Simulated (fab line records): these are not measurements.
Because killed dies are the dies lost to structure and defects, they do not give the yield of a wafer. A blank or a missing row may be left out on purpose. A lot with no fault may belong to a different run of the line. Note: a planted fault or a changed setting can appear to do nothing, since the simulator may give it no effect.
Which tool was responsible? -- flow sky130 -- 27 wafers from 9 lots sampled at 6 of the route's 708 steps

WHAT THE GAUGES READ, wafer by wafer
SKY_CAP2M_RS_MEAS_03: uses a four-point probe to measure. Usual: for CAP2M_TIN_RS the level is 6.89 ohm/sq and the standard deviation is 0.08.
lot,measured,on,CAP2M_TIN_RS (ohm/sq),flag
L910,day 40 02:26,film_metro-02,6.85 6.94 6.98,
L911,day 40 09:35,film_metro-04,6.85 6.92 6.84,
L917,day 41 22:50,film_metro-04,6.85 6.91 6.84,
L919,day 42 17:17,film_metro-01,6.90 6.96 6.92,
L922,day 43 15:43,film_metro-02,6.85 6.78 6.91,
L923,day 43 22:58,film_metro-04,6.86 6.85 6.86,
L927,day 44 20:51,film_metro-01,7.01 7.01 7.02,
L931,day 45 19:01,film_metro-01,8.86 8.82 8.84,OFF
L932,day 45 23:35,film_metro-02,8.80 8.85 8.67,OFF

SKY_CAP2M_THK_MEAS_04: measures by xrf. Usual: for CAP2M_TIN_THK the level is 203.4 nm and the standard deviation is 2.5.
lot,measured,on,CAP2M_TIN_THK (nm),flag
L910,day 40 02:33,film_metro-02,203.7 201.0 200.5,
L911,day 40 09:41,film_metro-04,203.7 201.3 204.4,
L917,day 41 22:58,film_metro-04,205.2 202.8 203.8,
L919,day 42 17:25,film_metro-01,201.6 201.4 202.1,
L922,day 43 15:50,film_metro-02,203.9 206.6 202.6,
L923,day 43 23:04,film_metro-04,205.2 203.3 204.2,
L927,day 44 20:58,film_metro-01,200.2 200.6 200.7,
L931,day 45 19:07,film_metro-01,159.3 160.0 159.1,OFF
L932,day 45 23:41,film_metro-02,159.9 158.7 161.5,OFF

WHICH TOOL RAN EACH LOT (tool, then ch and the chambers of the sampled wafers, then the start)
lot,SKY_METAL2_SPUTTER_03,SKY_VIA3_CMP_24,SKY_METAL4_SPUTTER_00,SKY_CAP2M_SPUTTER_02
L910,"pvd_sputter-02, day 34 09:22","cmp-01 ch 0,2,3, day 40 01:49","pvd_sputter-04, day 40 02:04","pvd_sputter-03, day 40 02:19"
L911,"pvd_sputter-02, day 34 15:03","cmp-01 ch 1,2, day 40 08:58","pvd_sputter-02, day 40 09:13","pvd_sputter-03, day 40 09:27"
L917,"pvd_sputter-02, day 36 10:59","cmp-02 ch 0,2,3, day 41 22:11","pvd_sputter-02, day 41 22:29","pvd_sputter-01, day 41 22:44"
L919,"pvd_sputter-01, day 37 06:48","cmp-02 ch 1,2, day 42 16:39","pvd_sputter-04, day 42 16:57","pvd_sputter-02, day 42 17:11"
L922,"pvd_sputter-02, day 38 06:34","cmp-02 ch 0,1,3, day 43 15:07","pvd_sputter-02, day 43 15:22","pvd_sputter-01, day 43 15:36"
L923,"pvd_sputter-04, day 38 12:54","cmp-02 ch 0,1,3, day 43 22:25","pvd_sputter-02, day 43 22:34","pvd_sputter-03, day 43 22:48"
L927,"pvd_sputter-02, day 39 13:46","cmp-02 ch 1,2,3, day 44 20:11","pvd_sputter-04, day 44 20:29","pvd_sputter-03, day 44 20:43"
L931,"pvd_sputter-04, day 40 17:39","cmp-02 ch 1,2,3, day 45 18:27","pvd_sputter-02, day 45 18:39","pvd_sputter-03, day 45 18:53"
L932,"pvd_sputter-02, day 40 21:05","cmp-01 ch 0,1,2, day 45 23:00","pvd_sputter-02, day 45 23:12","pvd_sputter-03, day 45 23:26"
- SKY_METAL2_SPUTTER_03: material Ti, target thk 5 nm, time 3.3 s.
- SKY_VIA3_CMP_24: polishes, stops on SiO2, t overpolish 20 s, target thk 0 nm.
- SKY_METAL4_SPUTTER_00: material Ti, target thk 15 nm, time 10 s.
- SKY_CAP2M_SPUTTER_02: material TiN, target thk 200 nm, time 166.7 s.

AS READ BY THE TOOLS THEMSELVES (means over the sampled wafers that have a number; for cases with no such wafer, the mark the record gives instead)
SKY_METAL2_SPUTTER_03. Usual: cathode_dc_power_W 3000.1 W, standard deviation 0.63; throttle_valve_pct 29.9 %, standard deviation 1.1.
lot,tool,cathode_dc_power_W (W),throttle_valve_pct (%),flag
L910,pvd_sputter-02,2999.8,29.5,
L911,pvd_sputter-02,3000.2,30.9,
L917,pvd_sputter-02,2999.6,30.3,
L919,pvd_sputter-01,3000.6,30.4,
L922,pvd_sputter-02,2999.9,30.2,
L923,pvd_sputter-04,3000.0,29.5,
L927,pvd_sputter-02,3000.3,30.1,
L931,pvd_sputter-04,3000.3,29.3,
L932,pvd_sputter-02,3000.6,30.3,

SKY_VIA3_CMP_24. Usual: motor_current_A 10.9 A, standard deviation 0.78; overpolish_run_s 19.999 s, standard deviation 0.0098; time_to_endpoint_s 93 s, standard deviation 4.5.
lot,tool,motor_current_A (A),overpolish_run_s (s),time_to_endpoint_s (s),flag
L910,cmp-01,11.2,19.998,96,
L911,cmp-01,10.9,19.993,91,
L917,cmp-02,11.3,19.994,95,
L919,cmp-02,10.8,20.007,92,
L922,cmp-02,10.8,19.996,90,
L923,cmp-02,10.8,19.998,90,
L927,cmp-02,10.2,20.008,91,
L931,cmp-02,10.4,20.009,91,
L932,cmp-01,11.3,19.996,90,

SKY_METAL4_SPUTTER_00. Usual: cathode_dc_power_W 3000.0 W, standard deviation 0.52; throttle_valve_pct 29.7 %, standard deviation 0.68.
lot,tool,cathode_dc_power_W (W),throttle_valve_pct (%),flag
L910,pvd_sputter-04,3000.2,29.5,
L911,pvd_sputter-02,2999.9,30.3,
L917,pvd_sputter-02,3000.0,29.9,
L919,pvd_sputter-04,2999.8,29.5,
L922,pvd_sputter-02,3000.1,29.2,
L923,pvd_sputter-02,2999.9,30.1,
L927,pvd_sputter-04,3000.8,29.7,
L931,pvd_sputter-02,2999.5,30.4,
L932,pvd_sputter-02,2999.5,29.6,

SKY_CAP2M_SPUTTER_02. Usual: cathode_dc_power_W 6500.1 W, standard deviation 1.1; throttle_valve_pct 30.0 %, standard deviation 1.2.
lot,tool,cathode_dc_power_W (W),throttle_valve_pct (%),flag
L910,pvd_sputter-03,6498.6,29.6,
L911,pvd_sputter-03,6500.0,29.7,
L917,pvd_sputter-01,6499.7,29.8,
L919,pvd_sputter-02,6499.6,30.9,
L922,pvd_sputter-01,6499.8,29.5,
L923,pvd_sputter-03,6500.7,30.0,
L927,pvd_sputter-03,6499.8,29.7,
L931,pvd_sputter-03,5113.3,30.0,OFF
L932,pvd_sputter-03,5113.6,29.9,OFF

THE ANSWER, worked out from the rows above alone
Rule: take the mean of a lot's wafers that have a number; if it is more than 3 standard deviations from the usual mean, the lot is off. A lot without any number at a reading at which 4 lots or more have one is off too. All remaining lots with rows at the step are treated as sound. First the gauges in route order, then the tools' own readings, where a lot's mean is used as printed above. The first step at which some lot is off is used, and at that step the reading that is off furthest; a lot without a number counts as furthest.
Off: at SKY_CAP2M_RS_MEAS_03 (CAP2M_TIN_RS), L931, L932.
If a tool, at a process step before that reading, ran all the lots that are off and no sound lot after the first of them, it fits. The gauges at SKY_CAP2M_RS_MEAS_03 aren't tried: what is off there is off at SKY_CAP2M_SPUTTER_02 too, on other tools, and a gauge's error can't cause that. This does not decide it: 2 tools fit, namely pvd_sputter-02 at SKY_METAL4_SPUTTER_00 and pvd_sputter-03 at SKY_CAP2M_SPUTTER_02.

WHAT THE SIMULATOR HAD PUT IN
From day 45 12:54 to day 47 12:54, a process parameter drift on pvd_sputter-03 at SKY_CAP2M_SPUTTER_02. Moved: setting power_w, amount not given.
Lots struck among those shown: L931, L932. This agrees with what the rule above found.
